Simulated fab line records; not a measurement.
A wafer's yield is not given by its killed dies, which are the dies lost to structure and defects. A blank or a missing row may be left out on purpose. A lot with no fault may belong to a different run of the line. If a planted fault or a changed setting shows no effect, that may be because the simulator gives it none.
Which tool did it? + flow sky130 + 13 lots with 39 wafers sampled at 2 steps, on a route of 708 steps

## WHAT EACH GAUGE READ, for each wafer
SKY_CAP2M_THK_MEAS_01.
| lot  | measured     | on            | CAP2M_CVD_00_THK (nm) |
|------|--------------|---------------|-----------------------|
| L485 | day 39 14:17 | film metro-01 | 15.81 15.89 15.81     |
| L486 | day 39 20:04 | film metro-03 | 15.49 15.28 15.33     |
| L487 | day 40 06:24 | film metro-03 | 15.34 15.47 15.58     |
| L488 | day 40 12:55 | film metro-03 | 15.60 15.56 15.88     |
| L489 | day 40 21:58 | film metro-03 | 15.54 15.41 15.62     |
| L490 | day 41 11:46 | film metro-01 | 15.14 15.43 15.53     |
| L491 | day 41 22:10 | film metro-03 | 15.29 15.22 15.42     |
| L493 | day 42 03:15 | film metro-03 | 15.54 15.49 16.02     |
| L495 | day 42 08:23 | film metro-01 | 15.51 15.95 15.81     |
| L496 | day 42 16:04 | film metro-02 | 15.74 15.55 15.78     |
| L506 | day 45 13:02 | film metro-03 | 15.58 15.61 15.65     |
| L507 | day 45 15:47 | film metro-02 | 15.25 15.84 15.44     |
| L508 | day 45 21:47 | film metro-03 | 15.61 15.40 15.74     |

## TOOL THAT RAN EACH LOT (tool first, then ch and the chambers of the sampled wafers, then the start)
| lot  | SKY_VIA1_CMP_02               |
|------|-------------------------------|
| L485 | cmp-01 ch 0,2,3, day 32 16:31 |
| L486 | cmp-02 ch 0,1, day 32 23:03   |
| L487 | cmp-01 ch 1,2,3, day 33 11:46 |
| L488 | cmp-02 ch 0,2, day 33 18:05   |
| L489 | cmp-01 ch 0,1,2, day 34 02:47 |
| L490 | cmp-02 ch 0,2,3, day 34 18:22 |
| L491 | cmp-01 ch 0,1,2, day 35 05:58 |
| L493 | cmp-01 ch 1,2, day 35 10:01   |
| L495 | cmp-01 ch 0,1,3, day 35 16:58 |
| L496 | cmp-01 ch 0,1,2, day 36 02:16 |
| L506 | cmp-02 ch 0,3, day 39 07:16   |
| L507 | cmp-02 ch 0,1, day 39 11:15   |
| L508 | cmp-02 ch 1,2,3, day 39 18:46 |
- SKY_VIA1_CMP_02: polishes SiO2.

## WHAT THE TOOLS THEMSELVES READ (means of the sampled wafers that have a number; where no wafer has one, the mark that the record gives instead)
SKY_VIA1_CMP_02.
| lot  | tool   | head pressure psi (psi) | motor current A (A) |
|------|--------|-------------------------|---------------------|
| L485 | cmp-01 | 3.996                   | 10.7                |
| L486 | cmp-02 | 4.006                   | 11.7                |
| L487 | cmp-01 | 4.001                   | 11.5                |
| L488 | cmp-02 | 3.999                   | 11.8                |
| L489 | cmp-01 | 4.006                   | 12.0                |
| L490 | cmp-02 | 4.004                   | 12.6                |
| L491 | cmp-01 | 4.002                   | 12.3                |
| L493 | cmp-01 | 3.998                   | 12.1                |
| L495 | cmp-01 | 4.000                   | 11.7                |
| L496 | cmp-01 | 4.000                   | 12.1                |
| L506 | cmp-02 | 4.000                   | 13.2                |
| L507 | cmp-02 | 4.001                   | 11.5                |
| L508 | cmp-02 | 4.007                   | 12.1                |

## THE ANSWER, worked out from the rows above alone
Rule: the lots themselves supply what counts as usual. The widest of any qualifying gaps counts: lots, ordered by their means at a reading, are off when they make up no more than a third of the lots, leave a main group of 4 or more, and stand apart from it by 3 or more times the standard deviation of that group's means. A main group is skipped when, at the precision printed for the reading in the tables above, its means are all equal. A lot without any number at a reading at which 4 lots or more have one is off too. The other lots that the step has rows for count as sound. The gauges are gone through in route order, then the tools' own readings, and for those a lot's mean is taken as printed above. The first step at which some lot is off is used, and at that step the reading that is off furthest; a lot without a number counts as furthest.
No lot is off at any reading shown: from this, nothing can be told.

## WHAT THE SIMULATOR HAD PUT IN
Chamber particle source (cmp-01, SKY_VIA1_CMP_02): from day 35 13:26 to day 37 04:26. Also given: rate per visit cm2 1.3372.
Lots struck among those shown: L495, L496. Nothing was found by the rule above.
